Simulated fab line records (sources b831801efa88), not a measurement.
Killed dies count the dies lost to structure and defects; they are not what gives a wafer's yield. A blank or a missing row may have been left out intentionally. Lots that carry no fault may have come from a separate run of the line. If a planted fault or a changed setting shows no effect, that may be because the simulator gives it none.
fab line records | flow sky130
record: lots: 24 wafers: 72 lastDay: 50
route steps=708 shown VIA2@519 CAPM@537 METAL3@563 VIA3@597 METAL4@598
lots that met no fault: taken from a fault-free run of the same line
startH: hours from the record's first day to the start of the lot's first wafer shown | waitH: hours since the lot's step before | " unchanged from the row above | L1.1+2: a single row standing in for several wafers | - no value present, or no start provided | * or withheld: withheld | < > ~ a bound
route shown NAME@n: NAME is a module with steps in the file, n the number in the route of the first one | usual: the fault-free wafers' mean and standard deviation | same: alike in all rows | chamber/n: place in a boat | sites: per-site readings | _std_site: their standard deviation | _edge_site: mean of outer sites minus mean of inner sites | radiusMm: for every site, how far away it sits from the centre of the wafer | mask NAME#n: copy n | behind: the tool/chamber that last shaped the wafer | hold: why the lot was held/for how many hours/how that ended | device: the n, p or np transistor that did not switch | end of line: the tests these same wafers got at the end of their route | a step with no rows: only its recipe | killed: at the first sort, the dies lost to defects and structure; wafer yield is something else | map: per-die view of a wafer (x killed, . not killed, _ where there is no die)
set.NAME: the setting as run; set.NAME@STEP: as run at that earlier step | model.NAME: the simulator's own value behind a step, which no gauge read
a sample of lots followed through the steps of the route, with each step as a table and each wafer as a row
services: a tool's chamber out of use, with start hour (startH, from the record's first day; less than 0 if before it), hours out, and reason
== steps ==
step: SKY_VIA2_CD_MEAS_12
recipe: targetCdNm: 200
usual: cdNm: 199.9/1.5
columns lot.wafer tool chamber startH waitH cdNm
L074.1 cdSem-01 - 853.38 - 200.4
L074.3 " - " " 200.0
L074.6 " - " " 201.1
L075.1 cdSem-02 - 858.45 - 199.7
L075.4 " - " " 199.8
L075.5 " - " " 200.2
L076.1 cdSem-02 - 866.61 - 201.6
L076.2 " - " " 200.9
L076.4 " - " " 201.1
L078.1 cdSem-01 - 875.75 - 197.7
L078.3 " - " " 197.8
L078.6 " - " " 198.5
L077.1 cdSem-01 - 880.66 - 198.3
L077.4 " - " " 199.0
L077.6 " - " " 199.1
L079.1 cdSem-01 - 896.42 - 197.7
L079.4 " - " " 197.8
L079.6 " - " " 198.8
L080.1 cdSem-01 - 897.06 - 200.3
L080.2 " - " " 200.0
L080.6 " - " " 201.5
L081.1 cdSem-01 - 908.81 - 200.8
L081.4 " - " " 200.3
L081.5 " - " " 201.0
L082.3 cdSem-01 - 909.42 - 200.2
L082.5 " - " " 201.1
L082.6 " - " " 199.5
L083.1 cdSem-02 - 915.70 - 199.5
L083.2 " - " " 198.3
L083.5 " - " " 198.2
L084.2 cdSem-01 - 933.07 - 200.1
L084.4 " - " " 199.7
L084.6 " - " " 199.3
L085.2 cdSem-01 - 934.60 - 200.4
L085.3 " - " " 202.0
L085.5 " - " " 203.3
L086.1 cdSem-01 - 943.00 - 196.8
L086.3 " - " " 198.0
L086.4 " - " " 197.1
L087.1 cdSem-02 - 946.96 - 199.0
L087.2 " - " " 198.8
L087.3 " - " " 199.7
L088.1 cdSem-02 - 958.05 - 195.9
L088.3 " - " " 196.1
L088.6 " - " " 197.5
L089.3 cdSem-02 - 966.65 - 200.3
L089.4 " - " " 199.7
L089.5 " - " " 199.5
L091.2 cdSem-02 - 976.02 - 202.6
L091.4 " - " " 202.9
L091.6 " - " " 202.4
L090.2 cdSem-01 - 976.37 - 199.9
L090.3 " - " " 198.7
L090.5 " - " " 199.8
L092.1 cdSem-02 - 988.16 - 198.8
L092.4 " - " " 200.2
L092.5 " - " " 199.7
L093.2 cdSem-01 - 996.55 - 201.0
L093.3 " - " " 199.5
L093.5 " - " " 201.2
L094.1 cdSem-01 - 1005.08 - 201.3
L094.4 " - " " 200.2
L094.5 " - " " 201.9
L097.1 cdSem-01 - 1015.01 - 199.6
L097.4 " - " " 198.7
L097.5 " - " " 201.8
L095.2 cdSem-02 - 1015.30 - 200.6
L095.4 " - " " 200.5
L095.5 " - " " 200.3
L096.1 cdSem-02 - 1018.91 - 199.3
L096.2 " - " " 199.2
L096.3 " - " " 199.5
step: SKY_CAPM_CVD_00
recipe: material: SiO2 targetThkNm: 15.5 tempC: 400 timeS: withheld rfW: 450
usual: heaterPowerW: 759/140
columns lot.wafer tool chamber startH waitH heaterPowerW
L074.1 pecvd-03 0 855.37 0.0 714
L074.3 " 1 " " 762
L074.6 " 2 " " 1080
L075.1 pecvd-03 1 860.23 0.0 792
L075.4 " 1 " " 801
L075.5 " 0 " " 634
L076.1 pecvd-01 0 868.64 0.0 786
L076.2 " 2 " " 726
L076.4 " 0 " " 814
L078.1 pecvd-01 2 877.51 0.0 677
L078.3 " 0 " " 830
L078.6 " 2 " " 678
L077.1 pecvd-01 0 882.34 0.0 765
L077.4 " 1 " " 636
L077.6 " 0 " " 759
L079.1 pecvd-01 2 898.10 0.0 637
L079.4 " 2 " " 624
L079.6 " 0 " " 842
L080.1 pecvd-03 2 898.74 0.0 1066
L080.2 " 0 " " 763
L080.6 " 0 " " 758
L081.1 pecvd-01 1 910.51 0.0 757
L081.4 " 0 " " 713
L081.5 " 2 " " 664
L082.3 pecvd-02 2 911.09 0.0 531
L082.5 " 1 " " 751
L082.6 " 2 " " 545
L083.1 pecvd-02 1 917.38 0.0 684
L083.2 " 0 " " 856
L083.5 " 1 " " 667
L084.2 pecvd-03 0 934.86 0.0 682
L084.4 " 0 " " 704
L084.6 " 1 " " 753
L085.2 pecvd-02 2 936.41 0.0 537
L085.3 " 1 " " 790
L085.5 " 1 " " 772
L086.1 pecvd-02 0 944.94 0.0 801
L086.3 " 0 " " 800
L086.4 " 1 " " 777
L087.1 pecvd-03 2 948.85 0.0 960
L087.2 " 1 " " 783
L087.3 " 0 " " 745
L088.1 pecvd-02 0 959.74 0.0 800
L088.3 " 2 " " 553
L088.6 " 0 " " 789
L089.3 pecvd-01 0 968.48 0.0 780
L089.4 " 1 " " 615
L089.5 " 2 " " 650
L091.2 pecvd-03 1 977.88 0.0 764
L091.4 " 2 " " 1111
L091.6 " 1 " " 750
L090.2 pecvd-01 0 978.10 0.0 722
L090.3 " 2 " " 668
L090.5 " 0 " " 698
L092.1 pecvd-02 2 989.85 0.0 562
L092.4 " 1 " " 744
L092.5 " 2 " " 574
L093.2 pecvd-01 0 998.21 0.0 741
L093.3 " 2 " " 721
L093.5 " 1 " " 765
L094.1 pecvd-02 0 1006.76 0.0 757
L094.4 " 2 " " 619
L094.5 " 0 " " 783
L097.1 pecvd-02 0 1019.12 0.0 847
L097.4 " 0 " " 837
L097.5 " 0 " " 845
L095.2 pecvd-01 0 1019.72 0.0 763
L095.4 " 0 " " 768
L095.5 " 0 " " 770
L096.1 pecvd-03 0 1022.07 0.0 723
L096.2 " 2 " " 1109
L096.3 " 1 " " 752
step: SKY_CAPM_THK_MEAS_04
recipe: thkMeasGauge: xrf reads: TiN_of_CAPM_SPUTTER_02
usual: CAPM_TIN_THK: 198.0/2.9
columns lot.wafer tool chamber startH waitH CAPM_TIN_THK[nm]
L074.1 filmMetro-04 - 855.68 0.1 201.1
L074.3 " - " " 202.1
L074.6 " - " " 199.9
L075.1 filmMetro-03 - 860.54 0.1 200.5
L075.4 " - " " 198.3
L075.5 " - " " 200.7
L076.1 filmMetro-03 - 868.96 0.1 191.5
L076.2 " - " " 192.4
L076.4 " - " " 194.3
L078.1 filmMetro-03 - 877.83 0.1 196.0
L078.3 " - " " 195.1
L078.6 " - " " 196.1
L077.1 filmMetro-01 - 882.65 0.1 200.6
L077.4 " - " " 200.6
L077.6 " - " " 203.4
L079.1 filmMetro-01 - 898.41 0.1 199.6
L079.4 " - " " 202.0
L079.6 " - " " 197.9
L080.1 filmMetro-01 - 899.05 0.1 197.9
L080.2 " - " " 199.0
L080.6 " - " " 201.0
L081.1 filmMetro-04 - 910.83 0.1 198.9
L081.4 " - " " 197.1
L081.5 " - " " 196.2
L082.3 filmMetro-04 - 911.42 0.1 198.4
L082.5 " - " " 194.6
L082.6 " - " " 190.5
L083.1 filmMetro-04 - 917.69 0.1 201.4
L083.2 " - " " 198.7
L083.5 " - " " 199.0
L084.2 filmMetro-04 - 935.18 0.1 203.4
L084.4 " - " " 199.5
L084.6 " - " " 202.6
L085.2 filmMetro-01 - 936.73 0.1 195.7
L085.3 " - " " 197.1
L085.5 " - " " 197.8
L086.1 filmMetro-01 - 945.26 0.1 193.0
L086.3 " - " " 195.2
L086.4 " - " " 197.2
L087.1 filmMetro-04 - 949.17 0.1 199.8
L087.2 " - " " 201.7
L087.3 " - " " 197.8
L088.1 filmMetro-03 - 960.06 0.1 197.7
L088.3 " - " " 195.6
L088.6 " - " " 195.6
L089.3 filmMetro-01 - 968.81 0.1 200.5
L089.4 " - " " 201.0
L089.5 " - " " 199.2
L091.2 filmMetro-01 - 978.21 0.1 193.8
L091.4 " - " " 196.2
L091.6 " - " " 198.9
L090.2 filmMetro-03 - 978.42 0.1 199.0
L090.3 " - " " 200.3
L090.5 " - " " 197.4
L092.1 filmMetro-01 - 990.16 0.1 195.3
L092.4 " - " " 200.1
L092.5 " - " " 199.7
L093.2 filmMetro-03 - 998.53 0.1 194.1
L093.3 " - " " 194.2
L093.5 " - " " 194.8
L094.1 filmMetro-04 - 1007.08 0.1 195.9
L094.4 " - " " 198.0
L094.5 " - " " 193.9
L097.1 filmMetro-03 - 1019.44 0.1 200.5
L097.4 " - " " 200.5
L097.5 " - " " 200.3
L095.2 filmMetro-01 - 1020.05 0.1 199.2
L095.4 " - " " 202.5
L095.5 " - " " 199.0
L096.1 filmMetro-03 - 1022.38 0.1 198.7
L096.2 " - " " 193.2
L096.3 " - " " 192.1
step: SKY_METAL3_CD_MEAS_13
recipe: targetCdNm: 300
usual: cdNm: 300.5/1.4
columns lot.wafer tool chamber startH waitH cdNm
L074.1 cdSem-02 - 908.46 - 300.1
L074.3 " - " " 300.1
L074.6 " - " " 300.4
L075.1 cdSem-01 - 912.79 - 301.2
L075.4 " - " " 301.5
L075.5 " - " " 302.6
L076.1 cdSem-01 - 920.90 - 303.5
L076.2 " - " " 302.8
L076.4 " - " " 302.7
L078.1 cdSem-02 - 929.90 - 301.4
L078.3 " - " " 301.4
L078.6 " - " " 300.7
L077.1 cdSem-01 - 934.09 - 299.3
L077.4 " - " " 299.0
L077.6 " - " " 298.8
L079.1 cdSem-01 - 948.30 - 301.1
L079.4 " - " " 299.1
L079.6 " - " " 301.7
L080.1 cdSem-02 - 949.31 - 300.8
L080.2 " - " " 301.3
L080.6 " - " " 302.4
L081.1 cdSem-02 - 960.35 - 302.6
L081.4 " - " " 301.4
L081.5 " - " " 303.3
L082.3 cdSem-01 - 960.75 - 299.7
L082.5 " - " " 301.5
L082.6 " - " " 300.0
L083.1 cdSem-01 - 967.91 - 302.9
L083.2 " - " " 300.9
L083.5 " - " " 301.8
L084.2 cdSem-02 - 982.98 - 299.1
L084.4 " - " " 299.7
L084.6 " - " " 298.0
L085.2 cdSem-01 - 985.11 - 300.6
L085.3 " - " " 300.5
L085.5 " - " " 300.7
L086.1 cdSem-01 - 993.55 - 299.0
L086.3 " - " " 298.7
L086.4 " - " " 299.7
L087.1 cdSem-01 - 996.70 - 299.1
L087.2 " - " " 300.7
L087.3 " - " " 299.9
L088.1 cdSem-01 - 1007.70 - 300.5
L088.3 " - " " 300.7
L088.6 " - " " 300.4
L089.3 cdSem-01 - 1016.30 - 300.7
L089.4 " - " " 301.4
L089.5 " - " " 301.9
L091.2 cdSem-02 - 1026.03 - 300.5
L091.4 " - " " 300.4
L091.6 " - " " 301.4
L090.2 cdSem-02 - 1026.32 - 299.7
L090.3 " - " " 299.1
L090.5 " - " " 299.8
L092.1 cdSem-01 - 1037.05 - 301.4
L092.4 " - " " 300.2
L092.5 " - " " 300.7
L093.2 cdSem-02 - 1044.57 - 299.6
L093.3 " - " " 299.9
L093.5 " - " " 299.8
L094.1 cdSem-02 - 1051.01 - 302.9
L094.4 " - " " 301.2
L094.5 " - " " 302.9
L097.1 cdSem-02 - 1062.36 - 298.9
L097.4 " - " " 297.0
L097.5 " - " " 296.4
L095.2 cdSem-01 - 1063.53 - 301.0
L095.4 " - " " 299.7
L095.5 " - " " 299.9
L096.1 cdSem-01 - 1067.54 - 301.5
L096.2 " - " " 301.7
L096.3 " - " " 301.7
step: SKY_VIA3_CMP_24
recipe: stopOn: SiO2 tOverpolishS: 20 downForcePsi: 3.5 platenRpm: 60 targetThkNm: 0 padVelocityMS: 0.94248
usual: headPressurePsi: 3.500/0.0073 motorCurrentA: 11.0/0.63 overpolishRunS: 20.000/0.0098 retainingRingPressureFrac: 0.999/0.0048 timeToEndpointS: 95/4.6
columns lot.wafer tool chamber startH waitH headPressurePsi motorCurrentA overpolishRunS retainingRingPressureFrac timeToEndpointS
L074.1 cmp-02 0 935.69 0.1 3.494 11.0 20.000 0.996 94
L074.3 " 3 " " 3.493 10.9 20.003 1.000 89
L074.6 " 0 " " 3.487 10.3 19.990 1.003 95
L075.4 cmp-02 0 941.74 0.1 3.489 11.2 19.988 0.996 97
L075.1 " 1 " " 3.514 10.9 20.002 1.004 92
L075.5 " 0 " " 3.499 11.0 20.005 0.999 96
L076.1 cmp-01 0 948.10 0.1 3.510 11.8 20.002 0.999 97
L076.4 " 1 " " 3.497 9.8 19.989 0.998 96
L076.2 " 3 " " 3.500 11.0 20.012 1.004 96
L078.3 cmp-01 2 957.47 0.1 3.503 12.1 20.007 1.002 93
L078.1 " 3 " " 3.494 11.3 20.002 1.005 96
L078.6 " 1 " " 3.501 10.4 20.001 1.010 94
L077.1 cmp-01 2 961.37 0.1 3.504 11.2 19.984 1.001 95
L077.4 " 3 " " 3.497 11.1 20.016 0.993 94
L077.6 " 0 " " 3.499 11.2 20.001 1.005 98
L079.1 cmp-02 2 975.63 0.1 3.506 12.0 19.998 1.001 92
L079.4 " 0 " " 3.501 9.9 20.007 1.003 97
L079.6 " 3 " " 3.493 10.4 20.002 0.993 86
L080.1 cmp-02 2 976.63 0.3 3.508 12.0 19.998 0.999 93
L080.2 " 3 " " 3.508 10.1 19.996 0.999 91
L080.6 " 1 " " 3.504 10.9 20.014 0.996 91
L081.1 cmp-01 1 987.27 0.1 3.508 10.3 19.995 0.998 93
L081.4 " 2 " " 3.494 11.4 19.999 1.003 89
L081.5 " 0 " " 3.503 11.7 20.006 1.004 96
L082.3 cmp-01 1 988.20 0.2 3.506 10.5 20.022 1.003 94
L082.6 " 2 " " 3.511 11.9 20.001 0.999 97
L082.5 " 3 " " 3.503 11.4 20.003 1.006 92
L083.2 cmp-02 2 994.38 0.1 3.491 11.7 19.992 1.003 95
L083.1 " 3 " " 3.508 10.6 20.016 1.004 92
L083.5 " 0 " " 3.500 10.4 20.010 0.999 98
L084.4 cmp-01 0 1009.05 0.1 3.503 11.8 20.001 1.001 97
L084.2 " 1 " " 3.504 9.9 20.003 0.999 94
L084.6 " 3 " " 3.503 10.6 19.998 0.991 96
L085.2 cmp-02 2 1011.71 0.1 3.496 11.6 20.006 1.001 99
L085.3 " 3 " " 3.488 10.5 20.005 0.995 93
L085.5 " 1 " " 3.498 11.5 20.010 1.000 96
L086.3 cmp-01 2 1021.32 1.7 3.497 11.7 20.004 0.997 98
L086.1 " 3 " " 3.498 11.8 20.016 1.001 97
L086.4 " 1 " " 3.501 10.2 19.993 0.993 96
L087.3 cmp-02 3 1022.79 0.0 3.517 11.0 19.974 0.994 89
L087.2 " 0 " " 3.490 10.7 20.016 0.993 97
L087.1 " 2 " " 3.504 11.4 19.998 1.003 90
L088.1 cmp-02 1 1032.41 0.1 3.495 10.7 19.984 0.997 87
L088.3 " 2 " " 3.499 11.8 20.001 0.993 88
L088.6 " 1 " " 3.506 11.0 19.995 1.002 90
L089.4 cmp-01 0 1043.94 0.0 3.499 11.8 19.980 1.000 101
L089.3 " 3 " " 3.514 11.0 19.998 1.002 99
L089.5 " 0 " " 3.506 11.7 19.996 0.996 105
L091.2 cmp-01 0 1050.98 0.1 3.491 12.1 20.008 1.000 105
L091.4 " 1 " " 3.500 10.4 20.007 0.993 98
L091.6 " 3 " " 3.509 10.8 19.998 0.998 98
L090.3 cmp-01 1 1051.44 0.0 3.506 10.3 19.986 0.993 95
L090.2 " 0 " " 3.501 11.8 20.015 1.002 100
L090.5 " 2 " " 3.502 11.6 19.997 1.002 96
L092.4 cmp-01 3 1062.75 0.1 3.486 10.7 19.999 0.994 102
L092.1 " 0 " " 3.523 11.8 19.998 1.003 104
L092.5 " 2 " " 3.496 11.6 20.012 1.007 105
L093.3 cmp-01 2 1069.50 0.0 3.490 11.7 19.998 1.004 101
L093.2 " 3 " " 3.498 11.2 19.990 0.999 102
L093.5 " 3 " " 3.500 11.0 19.991 0.997 101
L094.1 cmp-01 3 1076.10 0.1 3.512 11.7 19.998 0.999 103
L094.4 " 1 " " 3.489 9.7 19.994 0.997 100
L094.5 " 2 " " 3.487 12.1 20.006 0.995 104
L097.1 cmp-02 1 1087.09 0.1 3.504 10.6 20.010 1.006 93
L097.4 " 0 " " 3.490 11.8 20.003 0.998 98
L097.5 " 2 " " 3.510 11.6 19.981 1.003 95
L095.2 cmp-02 0 1088.00 0.1 3.486 11.1 19.980 0.998 100
L095.4 " 1 " " 3.499 10.6 20.006 0.999 95
L095.5 " 3 " " 3.498 10.5 20.006 1.003 90
L096.2 cmp-01 3 1091.54 0.0 3.501 11.6 20.020 0.999 99
L096.1 " 1 " " 3.502 9.7 19.995 1.005 98
L096.3 " 2 " " 3.501 11.6 20.013 0.997 100
step: SKY_METAL4_SPUTTER_00
recipe: material: Ti targetThkNm: 15 powerW: 3000 timeS: 10 chamberPressurePa: 0.4
usual: cathodeDcPowerW: 3000.0/0.52 throttleValvePct: 29.8/1.3
columns lot.wafer tool chamber startH waitH cathodeDcPowerW throttleValvePct
L074.1 pvdSputter-02 - 935.99 0.2 3000.0 29.5
L074.3 " - " " 3000.1 30.8
L074.6 " - " " 3000.2 31.1
L075.1 pvdSputter-01 - 941.99 0.1 3000.7 30.2
L075.4 " - " " 2999.4 32.6
L075.5 " - " " 2999.6 28.5
L076.1 pvdSputter-01 - 948.40 0.2 3000.1 29.9
L076.2 " - " " 3000.3 28.2
L076.4 " - " " 3000.4 32.4
L078.1 pvdSputter-02 - 957.67 0.1 2999.5 30.9
L078.3 " - " " 3000.0 29.6
L078.6 " - " " 3000.9 30.8
L077.1 pvdSputter-04 - 961.57 0.1 3000.4 29.5
L077.4 " - " " 3000.3 29.3
L077.6 " - " " 3000.8 27.7
L079.1 pvdSputter-02 - 975.93 0.2 2999.6 27.5
L079.4 " - " " 3000.2 29.9
L079.6 " - " " 3000.5 30.9
L080.1 pvdSputter-02 - 976.83 0.1 3000.2 29.7
L080.2 " - " " 3000.4 31.0
L080.6 " - " " 2999.6 30.2
L081.1 pvdSputter-02 - 987.52 0.2 3000.2 29.6
L081.4 " - " " 3000.0 31.0
L081.5 " - " " 2999.7 29.7
L082.3 pvdSputter-02 - 988.35 0.1 2999.3 27.7
L082.5 " - " " 2999.2 29.3
L082.6 " - " " 3000.8 31.1
L083.1 pvdSputter-02 - 994.58 0.1 3000.1 27.5
L083.2 " - " " 3000.4 29.8
L083.5 " - " " 2999.1 29.6
L084.2 pvdSputter-01 - 1009.25 0.1 3000.3 28.4
L084.4 " - " " 3000.5 30.1
L084.6 " - " " 3000.2 32.4
L085.2 pvdSputter-01 - 1011.96 0.2 3000.4 32.4
L085.3 " - " " 3000.6 30.1
L085.5 " - " " 2998.9 29.9
L086.1 pvdSputter-04 - 1021.62 0.2 2999.5 29.9
L086.3 " - " " 2999.4 27.7
L086.4 " - " " 3000.3 29.1
L087.1 pvdSputter-02 - 1023.09 0.1 2999.8 29.8
L087.2 " - " " 3000.1 29.9
L087.3 " - " " 3000.3 30.6
L088.1 pvdSputter-02 - 1032.71 0.2 3000.3 31.1
L088.3 " - " " 2999.4 29.9
L088.6 " - " " 2999.3 30.8
L089.3 pvdSputter-01 - 1044.24 0.1 3000.0 30.2
L089.4 " - " " 2999.1 32.4
L089.5 " - " " 2999.8 30.3
L091.2 pvdSputter-02 - 1051.23 0.2 3000.3 27.3
L091.4 " - " " 2999.1 29.6
L091.6 " - " " 3000.4 27.6
L090.2 pvdSputter-01 - 1051.74 0.1 2999.4 32.4
L090.3 " - " " 3000.4 30.0
L090.5 " - " " 2999.8 30.1
L092.1 pvdSputter-01 - 1062.95 0.1 2999.3 29.9
L092.4 " - " " 3000.1 28.3
L092.5 " - " " 2999.2 30.0
L093.2 pvdSputter-02 - 1069.80 0.2 2999.9 27.4
L093.3 " - " " 2998.9 31.0
L093.5 " - " " 2999.8 27.3
L094.1 pvdSputter-04 - 1076.35 0.2 2999.4 30.6
L094.4 " - " " 3000.2 29.0
L094.5 " - " " 2999.9 31.1
L097.1 pvdSputter-01 - 1087.39 0.2 3000.9 30.2
L097.4 " - " " 3000.1 32.5
L097.5 " - " " 3000.1 30.2
L095.2 pvdSputter-01 - 1088.25 0.2 2999.3 28.3
L095.4 " - " " 2999.5 32.1
L095.5 " - " " 3000.9 28.3
L096.1 pvdSputter-04 - 1091.84 0.1 2999.5 29.2
L096.2 " - " " 2999.1 29.7
L096.3 " - " " 3000.8 30.8
== services ==
columns tool chamber startH hours kind
pecvd-01 0 833.26 8.8 repair
pvdSputter-04 - 850.35 2.1 repair
cmp-01 - 854.13 1.8 repair
pecvd-01 1 859.91 20.4 repair
pecvd-03 0 880.52 4.1 repair
pecvd-01 - 883.71 2.6 repair
cmp-02 - 894.78 14.8 repair
cmp-02 - 912.00 4.0 pm
cmp-01 - 920.50 2.2 repair
cmp-02 - 946.64 2.4 repair
pvdSputter-04 - 949.69 1.8 repair
cmp-01 - 961.57 3.9 pm
pecvd-01 - 965.11 2.8 pm
cmp-01 - 974.83 1.9 repair
pecvd-02 0 999.07 6.3 repair
pvdSputter-02 - 1007.90 8.5 repair
cmp-01 - 1011.31 9.1 pm
cmp-02 - 1015.32 3.3 repair
pecvd-01 - 1015.60 3.3 repair
pecvd-02 1 1045.89 6.5 repair
pecvd-02 1 1055.41 3.3 repair
cmp-02 - 1064.12 0.5 repair
cmp-01 - 1080.93 1.0 repair
cmp-01 - 1084.00 4.0 pm
== key ==
fault none
